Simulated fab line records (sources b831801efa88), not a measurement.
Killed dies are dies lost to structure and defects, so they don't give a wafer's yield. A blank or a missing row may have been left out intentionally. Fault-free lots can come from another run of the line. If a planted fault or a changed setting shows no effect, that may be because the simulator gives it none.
Comparing a struck lot with a sound one -- flow sky130 -- 43 out of 708 route steps
Sound: wafers L517.2, L517.4, L517.5. Struck: wafer L512.1 (L512.2, L512.4, from the same lot, were not struck and are left out); the cause is given at the end.
For every step that has rows: the tool of each side, followed by ch and its chambers, followed by its first start. Under that, the readings that differ: sound wafers -- struck wafers -- difference of the means -- sigmas: that difference in standard deviations of wafers without a fault.
alike: same words and numbers on both sides, and readings whose means sit less than 2 such deviations apart. not compared: any withheld reading, any reading some wafer has no value for, any bound like >300 that may hide the same value, and any number with overlapping values for which the record gives no deviation.
Wherever a step has rows on one side only, a row that says differs or no value, or a row with sigmas, the two part there. Numbers that don't overlap but have no deviation are shown without sigmas and don't part them. A reading missing from all wafers of one side parts the sides only when that side holds two or more wafers.

SKY_VIA4_THK_MEAS_01:
  sound on film-metro-04 at day 46 16:58; struck on film-metro-04 at day 44 04:26
reading,sound,struck,difference,sigmas
VIA4_HDPCVD_THK (nm),1734 1748 1757,1793,+47,+2
SKY_VIA4_CMP_02: polishes SiO2.
  sound on cmp-01 ch 0,2,3, day 46 17:01; struck on cmp-02 ch 1, day 44 04:35
  alike: edge-zone-pressure-frac, head-pressure-psi, motor-current-A
SKY_VIA4_BOW_MEAS_03:
  sound on film-metro-02 at day 46 17:20; struck on film-metro-01 at day 44 04:53
  alike: VIA4_BOW
then, 7 steps without rows for these wafers: SKY_VIA4_DEHYDRATE_04 (time 60 s); SKY_VIA4_HMDS_05 (prime time 60 s); SKY_VIA4_COAT_06 (resist thk 1140 nm); SKY_VIA4_SOFTBAKE_07 (time 60 s); SKY_VIA4_EXPOSE_08 (exposes mask VIM4, target cd 800 nm); SKY_VIA4_PEB_09; SKY_VIA4_DEVELOP_10 (develop time 60 s).
SKY_VIA4_OVL_MEAS_11:
  sound on overlay-02 at day 47 13:37; struck on overlay-02 at day 45 03:37
  alike: VIA4_OVL
SKY_VIA4_ETCH_12: etches SiO2 in C4F8/O2/Ar, stops on TiN, target depth 580 nm.
  sound on rie-diel-03 ch 2,3, day 47 13:39; struck on rie-diel-02 ch 3, day 45 03:39
  alike: oes-product-au, rf-fwd-power-W
SKY_VIA4_STRIP_13: strips in O2/N2.
  sound on plasma-asher-01 ch 1, day 47 13:44; struck on plasma-asher-04 ch 1, day 45 03:43
reading,sound,struck,difference,sigmas
oes-product-au (a.u.),0.711 0.709 0.714,0.700,-0.011,-3
strip-time-to-endpoint-s (s),12.82 12.81 12.84,12.91,+0.09,+2
  alike: drypump-motor-current-A, n2-flow-sccm
  not compared: rf-hours-counter-h
then, 3 steps without rows for these wafers: SKY_VIA4_STRIP_14 (strips in post etch residue remover, time 1200 s); SKY_VIA4_CLEAN_15 (cleans in IPA, time 180 s); SKY_VIA4_CLEAN_16 (cleans in O3/DIW).
SKY_VIA4_SPUTTER_17: material TiN, target thk 20 nm, time 80 s.
  sound on pvd-sputter-01 at day 47 14:19; struck on pvd-sputter-04 at day 45 04:19
  alike: chamber-pressure-pa, throttle-valve-pct
SKY_VIA4_CVD_18: deposits W, target thk 505 nm, time 152.14 s.
  sound on cvd-w-02 ch 0,1, day 47 14:23; struck on cvd-w-02 ch 0, day 45 04:22
  alike: heater-power-w
SKY_VIA4_RS_MEAS_19: uses a four-point probe to measure.
  sound on film-metro-02 at day 47 14:34; struck on film-metro-02 at day 45 04:32
  alike: VIA4_W_RS
SKY_VIA4_THK_MEAS_20: measures by xrf.
  sound on film-metro-02 at day 47 14:40; struck on film-metro-02 at day 45 04:39
  alike: VIA4_W_THK
then, 6 steps without rows for these wafers: SKY_VIA4_CMP_21 (polishes, stops on SiO2, t overpolish 25 s, target thk 0 nm); SKY_METAL5_SPUTTER_00 (material Ti, target thk 15 nm, time 10 s); SKY_METAL5_SPUTTER_01 (material TiN, target thk 20 nm, time 16.7 s); SKY_METAL5_SPUTTER_02 (material AlCu, target thk 1150 nm, time 61.2 s); SKY_METAL5_SPUTTER_03 (material Ti, target thk 5 nm, time 3.3 s); SKY_METAL5_SPUTTER_04 (material TiN, target thk 70 nm, time 58.3 s).
SKY_METAL5_RS_MEAS_05: uses a four-point probe to measure.
  sound on film-metro-01 at day 47 15:12; struck on film-metro-03 at day 45 05:10
  alike: METAL5_ALCU_RS
SKY_METAL5_THK_MEAS_06: measures by xrf.
  sound on film-metro-01 at day 47 15:19; struck on film-metro-03 at day 45 05:17
  alike: METAL5_ALCU_THK
then, 13 steps without rows for these wafers: SKY_METAL5_DEHYDRATE_07 (time 60 s); SKY_METAL5_HMDS_08 (prime time 60 s); SKY_METAL5_COAT_09 (resist thk 1800 nm); SKY_METAL5_SOFTBAKE_10 (time 60 s); SKY_METAL5_EXPOSE_11 (exposes mask MM5, target cd 1600 nm); SKY_METAL5_PEB_12; SKY_METAL5_DEVELOP_13 (develop time 60 s); SKY_METAL5_DESCUM_14 (chemistry O2, time 11 s); SKY_METAL5_METAL_ETCH_15 (etches the open film in Cl2/BCl3, stops on SiO2, target depth 1260 nm, time 252 s); SKY_METAL5_STRIP_16 (strips in O2/N2); SKY_METAL5_STRIP_17 (strips in post etch residue remover, time 1200 s); SKY_METAL5_CLEAN_18 (cleans in IPA, time 180 s); SKY_METAL5_CLEAN_19 (cleans in O3/DIW).
SKY_PASSIVATION_CVD_00: deposits SiO2, target thk 90 nm.
  sound on pecvd-02 ch 0,1,2, day 48 11:12; struck on pecvd-02 ch 1, day 46 04:09
  alike: heater-power-w, rf-fwd-power-W
SKY_PAD_OPEN_PROBE_99:
  sound on prober-02 at day 50 01:43; struck on prober-01 at day 47 22:44
reading,sound,struck,difference,sigmas
defect-limited-yield (%),82.1 85.0 82.1,72.8,-10.3,-5
killed_at_M4_up,2 4 4,56,+53,+31
killed-dies,88 74 88,134,+51,+5
killed-on-rim,21 11 19,31,+14,+4
model.etest.tester.sort-n-pass,404 364 404,358,-33,
model.etest.tester.sort-yield-pct (%),82.11 73.98 82.11,72.76,-6.64,
model.etest.tester.sort_bin_3_pct (%),0.6098 1.22 0.4065,3.455,+2.710,
  alike: killed_at_M0_to_M3, killed-at-contacts, killed-at-front-end, killed-at-other, killed-open, killed-short
  not compared: model.etest.tester.sort_bin_5_pct

== WHERE THEY PART ==
Last at SKY_PAD_OPEN_PROBE_99 as far as this record goes, first at SKY_VIA4_THK_MEAS_01.

WHY: the cause the simulator had injected
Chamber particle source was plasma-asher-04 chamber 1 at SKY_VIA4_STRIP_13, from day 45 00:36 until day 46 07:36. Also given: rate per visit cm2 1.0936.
